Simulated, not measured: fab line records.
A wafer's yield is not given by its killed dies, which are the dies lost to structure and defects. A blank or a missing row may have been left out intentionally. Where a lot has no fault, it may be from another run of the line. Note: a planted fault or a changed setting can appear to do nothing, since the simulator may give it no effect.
The same fault as seen by 2 desks	flow sky130	each desk has only its own numbers; what lay behind them comes last

== AT THE METROLOGY DESK ==
What the gauges read, lot by lot, whatever tool the lot ran on: means of the sampled wafers that have a number. A lot is out of limits, marked OUT, if its mean lies more than 4 standard deviations from the usual mean; the brackets give that distance.
Columns: A = VIA2_HDPCVD_THK at SKY_VIA2_THK_MEAS_01, usual 1215 nm
lot	first seen here	A
L636	day 35 09:07	1220
L637	day 35 15:25	1216
L639	day 36 03:12	1220
L640	day 36 13:48	1217
L641	day 36 20:16	1213
L642	day 37 03:52	1203
L643	day 37 15:35	1213
L646	day 38 12:26	1206
L647	day 38 19:14	1191
L649	day 39 04:20	1231
L653	day 40 14:48	1220
L658	day 41 20:01	1221
L659	day 41 21:17	1221
This desk found nothing out of limits on any of the 13 lots.

== DESK OF THE TOOL OWNER: litho-track-04 ==
Per lot that ran on this tool, the mean of the sampled wafers carrying a number, from the tool's own readings at SKY_VIA2_SOFTBAKE_08 (time 90 s). A lot is out of limits, marked OUT, if its mean lies more than 4 standard deviations from the usual mean; the brackets give that distance.
Columns: A = exhaust-pa at SKY_VIA2_SOFTBAKE_08, usual 45.1 Pa; B = heater-power-total-W at SKY_VIA2_SOFTBAKE_08, usual 57.35 W; C = run-length-s at SKY_VIA2_SOFTBAKE_08, usual 119.04 s
lot	first seen here	A	B	C
L637	day 36 04:00	45.9	57.27	119.14
L642	day 37 17:00	44.7	57.38	119.06
L646	day 39 01:00	44.6	57.30	119.23
L647	day 39 08:00	46.3	69.57 (+99 or more) OUT	79.12 (-99 or more) OUT
L649	day 39 16:00	44.1	69.80 (+99 or more) OUT	79.15 (-99 or more) OUT
This desk finds L647, L649 out of limits, L647 being first, at day 39 08:00 (heater-power-total-W at SKY_VIA2_SOFTBAKE_08). L637, L642, L646 stayed within limits.

== PUT TOGETHER ==
On L647, L649, at day 39 08:00, an alarm was possible from the tool owner's desk.
At the metrology desk, nothing out of limits was observed.
The metrology desk has L647, L649 on record, within its limits.
On litho-track-04, each named lot ran SKY_VIA2_SOFTBAKE_08.

== WHAT HAD BEEN PUT IN BY THE SIMULATOR ==
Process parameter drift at SKY_VIA2_SOFTBAKE_08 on litho-track-04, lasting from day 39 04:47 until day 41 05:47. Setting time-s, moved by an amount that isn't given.
Lots struck among those shown: L647, L649.
Delay in hours, fault start to first out-of-limits reading, by desk: the tool owner's desk at 3.
